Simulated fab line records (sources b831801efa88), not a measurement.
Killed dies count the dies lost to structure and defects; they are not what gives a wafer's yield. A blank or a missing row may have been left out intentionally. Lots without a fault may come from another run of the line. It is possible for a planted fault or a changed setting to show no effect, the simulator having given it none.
8D (eight disciplines) problem report, filled in by code ; flow sky130 ; the parts of the form that need people (team, actions taken, sign-off) are left out

1. WHAT WENT WRONG
stripTimeToEndpointS at SKY_NWELL_STRIP_14 reads a mean of 14.46 s on 6 wafers of 2 lots; wafers without a fault read 36.94 s with a standard deviation of 0.081. So: -99 or more standard deviations from the usual mean.
The step: strips in O2/N2.
First seen on wafer L337.2, day 8 03:26, on plasmaAsher-04. Wafers with a number at this step in the record: 36, from 12 lots. Rule for "out", or "out of limits": more than 4 standard deviations from the usual mean. The other wafers with a number count as sound.

2. WHAT THIS IS AND IS NOT
question;is;is not
which readings at this step;stripTimeToEndpointS;drypumpMotorCurrentA
which lots;L337, L340;L322, L324, L325, L327, L329, L331, L333, L335, L344, L345
which wafers of those lots;all that have a number;-
read on which tools;plasmaAsher-04;plasmaAsher-01, plasmaAsher-02
when;from day 8 03:26;"up to then (24 sound wafers); but 6 sound wafers of L344, L345 came after"

3. THE SUSPECTS, EACH WITH WHAT RULES IT OUT
Counting: any tool at a process step up to the reading is kept as a suspect provided that every lot that is out went through it and no sound lot did after the first of them.
- cmp-01 at SKY_FIELD_ISO_CMP_27 (polishes, stops on Si3N4, t overpolish 16 s, target thk 457.8 nm): ruled out as a lasting fault. Sound lots L345 ran on it after its first lot that is out, L337 (day 5 13:47).
- lithoTrack-02 at SKY_NWELL_COAT_05 (resist thk 3000 nm): kept. It processed each lot that is out, first L337 at day 7 16:43, and no sound lot thereafter; up to then, the last sound lot it processed was L335 at day 7 07:41.
- plasmaAsher-04 at SKY_NWELL_STRIP_14 (strips in O2/N2): ruled out as a lasting fault. Sound lots L345 ran on it after its first lot that is out, L337 (day 8 03:26).
The count leaves lithoTrack-02 at SKY_NWELL_COAT_05.

4. THE CAUSE (what the simulator had put in)
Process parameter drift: lithoTrack-02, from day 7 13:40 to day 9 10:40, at SKY_NWELL_COAT_05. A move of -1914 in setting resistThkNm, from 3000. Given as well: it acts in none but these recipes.
Counting left only this tool.

5. THE EFFECT CHAIN, in route order
Rows list readings where the struck wafers' mean (over those with a number) sits beyond 3 standard deviations from the usual. Only readings whose record carries a usual standard deviation are examined. hours: median over the lots of the time between each lot's start at the first step of this table that gives one and its start at this step. sigmas: the change, counted in usual standard deviations.
hours;step;reading;usual;on struck wafers;change;sigmas
0;SKY_NWELL_STRIP_14;stripTimeToEndpointS;36.94 s;14.46;-22.47;-99 or more
It contains these process steps:
- SKY_NWELL_STRIP_14: strips in O2/N2.

6. HOW IT WOULD HAVE BEEN CAUGHT EARLIER
First out-of-limits reading in this record: day 8 03:26, which is 14 hours after fault onset at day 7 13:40.
Tool readings at SKY_NWELL_COAT_05 with a usual standard deviation given in the record: none out on any struck wafer, hence no alarm at a limit of 4 standard deviations on them.
L340, from the lots that are out (2), started SKY_NWELL_COAT_05 on lithoTrack-02 later than day 8 03:26. It would have been spared by a hold on the tool at that moment.
